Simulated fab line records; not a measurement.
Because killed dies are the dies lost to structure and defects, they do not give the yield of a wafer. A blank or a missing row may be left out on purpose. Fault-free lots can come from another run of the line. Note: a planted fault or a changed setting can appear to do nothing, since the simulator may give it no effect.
Split-lot experiment | flow sky130 | 23 wafers read from 5 lots, route of 708 steps

## SPLIT DETAILS
At SKY_METAL1_SPUTTER_04 (material TiN, target thk 70 nm, time 58.3 s), the setting time-s was moved away from the recipe's 58.3 s on 7 of the 23 wafers read, by -14.4% to +14.3%. The other wafers ran this setting at the recipe's value.

The split's own step is where the reading is taken.

## THE READING
TiN_of_METAL1_SPUTTER_04.thk-nm (the simulator's own value, which no gauge read), in nm, at SKY_METAL1_SPUTTER_04 (material TiN, target thk 70 nm, time 58.3 s). No usual value for it is given in the file. Here, 16 wafers ran the recipe; their average is 70.33 nm with a standard deviation of 0.73 nm.

wafer  | tool, chamber at the split | time-s as run, s | against the recipe | TiN_of_METAL1_SPUTTER_04.thk-nm, nm | against lot-mates on the recipe
L077.2 | pvd-sputter-03, -          | 58.3             | recipe             | 70.92                               | -
L077.3 | pvd-sputter-03, -          | 58.3             | recipe             | 68.95                               | -
L077.4 | pvd-sputter-03, -          | 58.3             | recipe             | 69.62                               | -
L077.5 | pvd-sputter-03, -          | 58.3             | recipe             | 70.18                               | -
L077.6 | pvd-sputter-03, -          | 58.3             | recipe             | 71.07                               | -
L078.1 | pvd-sputter-02, -          | 66.66            | +14.3%             | 80.51                               | +10.47
L078.2 | pvd-sputter-02, -          | 58.3             | recipe             | 69.5                                | -
L078.3 | pvd-sputter-02, -          | 58.3             | recipe             | 70.26                               | -
L078.4 | pvd-sputter-02, -          | 66.66            | +14.3%             | 80.31                               | +10.27
L078.5 | pvd-sputter-02, -          | 58.3             | recipe             | 70.36                               | -
L080.1 | pvd-sputter-02, -          | 58.3             | recipe             | 69.8                                | -
L080.2 | pvd-sputter-02, -          | 58.3             | recipe             | 69.57                               | -
L080.4 | pvd-sputter-02, -          | 58.3             | recipe             | 70                                  | -
L080.5 | pvd-sputter-02, -          | 52.06            | -10.7%             | 62.05                               | -7.74
L080.6 | pvd-sputter-02, -          | 52.06            | -10.7%             | 61.88                               | -7.91
L081.1 | pvd-sputter-01, -          | 58.3             | recipe             | 70.14                               | -
L081.2 | pvd-sputter-01, -          | 58.3             | recipe             | 70.94                               | -
L081.3 | pvd-sputter-01, -          | 49.93            | -14.4%             | 59.37                               | -11.17
L081.5 | pvd-sputter-01, -          | 49.93            | -14.4%             | 61.48                               | -9.06
L081.6 | pvd-sputter-01, -          | 49.93            | -14.4%             | 59.7                                | -10.84
L082.1 | pvd-sputter-03, -          | 58.3             | recipe             | 71.27                               | -
L082.4 | pvd-sputter-03, -          | 58.3             | recipe             | 71.59                               | -
L082.5 | pvd-sputter-03, -          | 58.3             | recipe             | 71.16                               | -

FIT RESULTS
A straight line over all 23 wafers: TiN_of_METAL1_SPUTTER_04.thk-nm changes by +0.718 nm for each +1% of time-s; r = +0.99; the points scatter about the line by 0.76 nm.
The same after taking each lot's own level away (the mean of its wafers on the recipe; 23 wafers): +0.724 nm for each +1%; r = +0.99; scatter 0.57 nm.
According to that fit, moving time-s by its largest amount changes the reading by 10 nm.
Measured against the standard deviation above, the lots' own levels, which go from 69.790 to 71.340 nm, span 2.1 times it.
The two slopes agree, so the slope changes little with the lot-to-lot level.
Check: for one of the wafers moved furthest among these (-14.4%), held out of the fit, the line's prediction against its lot-mates is -10.2 nm. It came out at -11.2 nm against them.

## THE OTHER SPLITS THESE WAFERS WENT THROUGH
These wafers also went through other splits before the reading. Each is held against what the fit with the lots' levels taken away leaves over:
other split on the same wafers          | wafers away from the commonest value | r with TiN_of_METAL1_SPUTTER_04.thk-nm (lot level and that fit taken away)
SKY_LI_CONTACT_CVD_21 temp-c            | 7                                    | -0.19
SKY_LOCAL_INTERCONNECT_COAT_06 spin-rpm | 7                                    | +0.11
SKY_LOCAL_INTERCONNECT_ETCH_13 icp-w    | 4                                    | +0.34
SKY_CONTACT_CMP_04 leave-above-ref-nm   | 7                                    | +0.33
SKY_CONTACT_COAT_09 resist-thk-nm       | 10                                   | -0.05
SKY_CONTACT_ETCH_18 bias-w              | 9                                    | -0.04

## FILE'S OWN FIT
TiN_of_METAL1_SPUTTER_04.thk-nm changes by +0.724 nm for each +1% of time-s, r = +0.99.
